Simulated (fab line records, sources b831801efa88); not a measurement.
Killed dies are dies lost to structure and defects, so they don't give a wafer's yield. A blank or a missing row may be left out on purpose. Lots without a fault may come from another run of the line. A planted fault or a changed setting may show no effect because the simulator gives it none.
Chamber matching | flow gf180mcu | GF_V4_CVD_02 on pecvd-01: 3 sister chambers
The step deposits SiO2 from TEOS, target thk 850 nm, time 94.851 s. 18 wafers are shown with their chamber, then 9 later ones without.

WAFERS WITH THEIR CHAMBER
wafer  | chamber | heater_power_w (W)
L083.2 | 0       | 743
L083.5 | 0       | 718
L083.6 | 0       | 740
L084.1 | 0       | 767
L084.4 | 1       | 767
L084.5 | 0       | 621
L085.3 | 2       | 556
L085.4 | 2       | 644
L085.6 | 1       | 626
L086.2 | 1       | 721
L086.3 | 0       | 743
L086.6 | 1       | 760
L089.1 | 2       | 651
L089.2 | 0       | 661
L089.4 | 1       | 770
L092.4 | 1       | 773
L092.5 | 0       | 634
L092.6 | 2       | 686

SIGNATURES (means of the wafers above)
reading        | chamber 0 | chamber 1 | chamber 2 | scatter within a chamber
heater_power_w | 703.38    | 736.17    | 634.25    | 56.4
Rule: a wafer's distance from a chamber is the root of the sum, over the readings, of the square of ((its reading less the chamber's mean) divided by the reading's scatter). The wafer belongs to the nearest chamber; if the next one is less than 2 further off, it can't be placed. The scatter: the root of (the sum of the squares of (reading less its chamber's mean) over the shown wafers, divided by (wafers less chambers)).

WAFERS WITHOUT THEIR CHAMBER
wafer  | heater_power_w (W)
L094.2 | 703
L094.4 | 793
L094.6 | 566
L097.3 | 635
L097.4 | 783
L097.6 | 788
L091.1 | 786
L091.2 | 775
L091.6 | 647

WHICH CHAMBER EACH WENT THROUGH
wafer  | from the rows above          | in truth
L094.2 | can't be placed: 0 or 1 or 2 | 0
L094.4 | can't be placed: 1 or 0 or 2 | 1
L094.6 | can't be placed: 2 or 0 or 1 | 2
L097.3 | can't be placed: 2 or 0 or 1 | 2
L097.4 | can't be placed: 1 or 0 or 2 | 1
L097.6 | can't be placed: 1 or 0 or 2 | 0
L091.1 | can't be placed: 1 or 0 or 2 | 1
L091.2 | can't be placed: 1 or 0 or 2 | 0
L091.6 | can't be placed: 2 or 0 or 1 | 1
Placed correctly: 0 of 9. Can't be placed from these rows: 9 (the true chamber is among the candidates in 9). Placed wrongly: 0.
